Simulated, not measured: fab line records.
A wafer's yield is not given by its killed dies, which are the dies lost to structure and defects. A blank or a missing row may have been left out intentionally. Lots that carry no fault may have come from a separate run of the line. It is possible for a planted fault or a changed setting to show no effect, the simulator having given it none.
Matching of chambers ; flow gf180mcu ; 4 sister chambers for GF_CONTACT_CMP_04 on cmp-01
The step polishes SiO2. 14 wafers are shown with their chamber, then 7 later ones without.

WAFERS PAIRED WITH THEIR CHAMBERS
wafer;chamber;motor-current-A (A);time-to-endpoint-s (s)
L275.2;3;10.9;116
L275.3;2;10.6;114
L275.5;1;11.5;126
L276.1;0;10.2;95
L276.2;2;10.5;103
L276.4;3;10.6;112
L277.1;3;10.8;104
L277.4;0;9.6;101
L277.5;0;9.8;104
L278.4;0;9.4;109
L278.5;1;12.5;121
L278.6;2;10.8;114
L281.3;3;10.5;111
L281.4;0;9.5;110

SIGNATURES (means of the wafers above)
reading;chamber 0;chamber 1;chamber 2;chamber 3;scatter within a chamber
motor-current-A;9.700;12.000;10.633;10.700;0.324
time-to-endpoint-s;103.80;123.50;110.33;110.75;5.65
Rule: distance of a wafer from a chamber = root of the sum over the readings of ((wafer's reading minus chamber's mean) / reading's scatter) squared. If the next closest chamber is less than 2 further off than the closest, the wafer can't be placed; otherwise it belongs to the closest. How the scatter is found: for the shown wafers, subtract from each reading the mean of its chamber, square and add these, divide the total by (wafers less chambers), then take the root.

WAFERS WITH NO CHAMBER GIVEN
wafer;motor-current-A (A);time-to-endpoint-s (s)
L281.6;9.9;113
L283.3;11.8;114
L283.5;10.9;120
L283.6;12.0;116
L285.3;10.5;113
L285.4;10.3;118
L285.6;11.1;118

WHICH CHAMBER EACH ONE RAN IN
wafer;from the rows above;in truth
L281.6;can't be placed: 0 or 2 or 3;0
L283.3;can't be placed: 1 or 3 or 2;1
L283.5;can't be placed: 3 or 2 or 1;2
L283.6;1;1
L285.3;can't be placed: 2 or 3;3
L285.4;can't be placed: 2 or 3 or 0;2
L285.6;can't be placed: 3 or 2 or 1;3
Correct placement for 1 of the 7. Not placeable from these rows: 6 (in 6, the candidates include the true chamber). 0 placed wrongly.
